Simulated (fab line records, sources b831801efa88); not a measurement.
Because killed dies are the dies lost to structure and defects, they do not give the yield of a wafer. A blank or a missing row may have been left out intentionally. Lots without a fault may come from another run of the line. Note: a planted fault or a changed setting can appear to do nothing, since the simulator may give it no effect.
Comparing a struck lot with a sound one / flow sky130 / 24 out of 708 route steps
Sound: wafers L580.2, L580.3, L580.4. Struck: wafers L586.2, L586.3, L586.4. At the end, the cause is stated.
At each step with rows: each side's tool, then ch and its chambers, then its first start. Under that, the readings that differ: sound wafers / struck wafers / difference of the means / sigmas: that difference in standard deviations of wafers without a fault.
alike: words and numbers the same on both sides, and readings whose means are apart by under 2 such deviations; not compared: readings that were withheld, readings missing a value for some wafer, numbers with overlapping values and no deviation given by the record, and bounds like >300 which may hide the same value.
The two part at a step that has a row with sigmas, a row that says differs or no value, or rows on one side only. Numbers that have no deviation but don't overlap get no sigmas and don't part them. A reading missing from all wafers of one side parts the sides only when that side holds two or more wafers.

SKY_VIA2_CMP_02: polishes SiO2.
  sound on cmp-01 ch 1,2,3, day 36 16:38; struck on cmp-02 ch 1,2,3, day 38 17:17
  alike: motor-current-A
SKY_VIA2_BOW_MEAS_03:
  sound on film-metro-02, day 36 16:57; struck on film-metro-03, day 38 17:37
  alike: VIA2_BOW
then, 8 steps without rows for these wafers: SKY_VIA2_DEHYDRATE_04 (time 60 s); SKY_VIA2_HMDS_05 (prime time 60 s); SKY_VIA2_COAT_06 (resist thk 60 nm); SKY_VIA2_COAT_07 (resist thk 450 nm); SKY_VIA2_SOFTBAKE_08 (time 90 s); SKY_VIA2_EXPOSE_09 (exposes mask VIM2, target cd 200 nm); SKY_VIA2_PEB_10; SKY_VIA2_DEVELOP_11 (develop time 60 s).
SKY_VIA2_CD_MEAS_12 targets a cd of 200 nm.
  sound on cd-sem-02, day 37 18:59; struck on cd-sem-01, day 39 18:08
  alike: cd-nm
SKY_VIA2_OVL_MEAS_13:
  sound on overlay-01, day 37 19:05; struck on overlay-01, day 39 18:14
  alike: VIA2_OVL
SKY_VIA2_ETCH_14: etches BARC in N2/H2, stops on SiO2, time 45.9 s, target depth 60 nm.
  sound on rie-diel-03 ch 0,3, day 37 19:07; struck on rie-diel-03 ch 1,2,3, day 39 18:16
reading=oes-product-au (a.u.); sound=0.850 0.851 0.863; struck=0.783 0.780 0.770; difference=-0.077; sigmas=-17
reading=model.KrF-thick_of_VIA2_COAT_07.thk-nm (nm); sound=393.6 393 392.7; struck=409.9 409.5 409.7; difference=+16.6; sigmas=
reading=model.etch.depth-nm (nm); sound=59.92 59.86 60.02; struck=50.51 51.06 50.7; difference=-9.18; sigmas=
reading=model.VIA2.cd-nm (nm); sound=201.3 201.2 200; struck=195.9 195.1 196; difference=-5.2; sigmas=
  alike: drypump-motor-current-A, throttle-valve-pct
  not compared: rf-hours-counter-h
SKY_VIA2_ETCH_15: etches SiO2 in C4F8/O2/Ar, stops on TiN, target depth 546 nm, time 84 s.
  sound on rie-diel-03 ch 0,3, day 37 19:10; struck on rie-diel-03 ch 1,2,3, day 39 18:19
reading=oes-product-au (a.u.); sound=0.934 0.945 0.948; struck=0.512 0.557 0.511; difference=-0.416; sigmas=-85
reading=model.KrF-thick_of_VIA2_COAT_07.thk-nm (nm); sound=284.6 285.3 284.5; struck=299.9 298.4 298.8; difference=+14.2; sigmas=
  not compared: rf-hours-counter-h
SKY_VIA2_STRIP_16: strips in O2/N2.
  sound on plasma-asher-04 ch 0,1, day 37 19:14; struck on plasma-asher-04 ch 0,1, day 39 18:23
reading=strip-time-to-endpoint-s (s); sound=4.058 4.068 4.065; struck=4.236 4.203 4.220; difference=+0.156; sigmas=+7
  alike: drypump-motor-current-A, o2-flow-sccm, oes-product-au
  not compared: rf-hours-counter-h
then, 3 steps without rows for these wafers: SKY_VIA2_STRIP_17 (strips in post etch residue remover, time 1200 s); SKY_VIA2_CLEAN_18 (cleans in IPA, time 180 s); SKY_VIA2_CLEAN_19 (cleans in O3/DIW).
SKY_VIA2_SPUTTER_20: material TiN, target thk 20 nm, time 80 s.
  sound on pvd-sputter-02, day 37 19:50; struck on pvd-sputter-04, day 39 18:58
  alike: throttle-valve-pct
SKY_VIA2_CVD_21: deposits W, target thk 420 nm, time 126.4 s.
  sound on cvd-w-02 ch 0,1, day 37 19:53; struck on cvd-w-01 ch 0,1, day 39 19:02
  alike: heater-power-w
SKY_VIA2_CMP_24: polishes, stops on SiO2, t overpolish 20 s, target thk 0 nm.
  sound on cmp-02 ch 0,1,3, day 37 20:12; struck on cmp-01 ch 1,2,3, day 39 19:24
  alike: motor-current-A, overpolish-run-s, time-to-endpoint-s
SKY_METAL3_SPUTTER_00: material Ti, target thk 15 nm, time 10 s.
  sound wafers here have rows in the record (pvd-sputter-03, day 37 20:30); struck ones have none
SKY_METAL3_SPUTTER_01: material TiN, target thk 20 nm, time 16.7 s.
  sound wafers here have rows in the record (pvd-sputter-03, day 37 20:31); struck ones have none
SKY_METAL3_SPUTTER_02: material AlCu, target thk 735 nm, time 39.1 s.
  sound wafers here have rows in the record (pvd-sputter-03, day 37 20:33); struck ones have none

== WHERE THEY PART ==
Last at SKY_METAL3_SPUTTER_02 as far as this record goes, first at SKY_VIA2_ETCH_14.

WHY: whatever the simulator had introduced
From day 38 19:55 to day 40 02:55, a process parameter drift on rie-diel-03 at SKY_VIA2_ETCH_14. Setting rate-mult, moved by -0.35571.
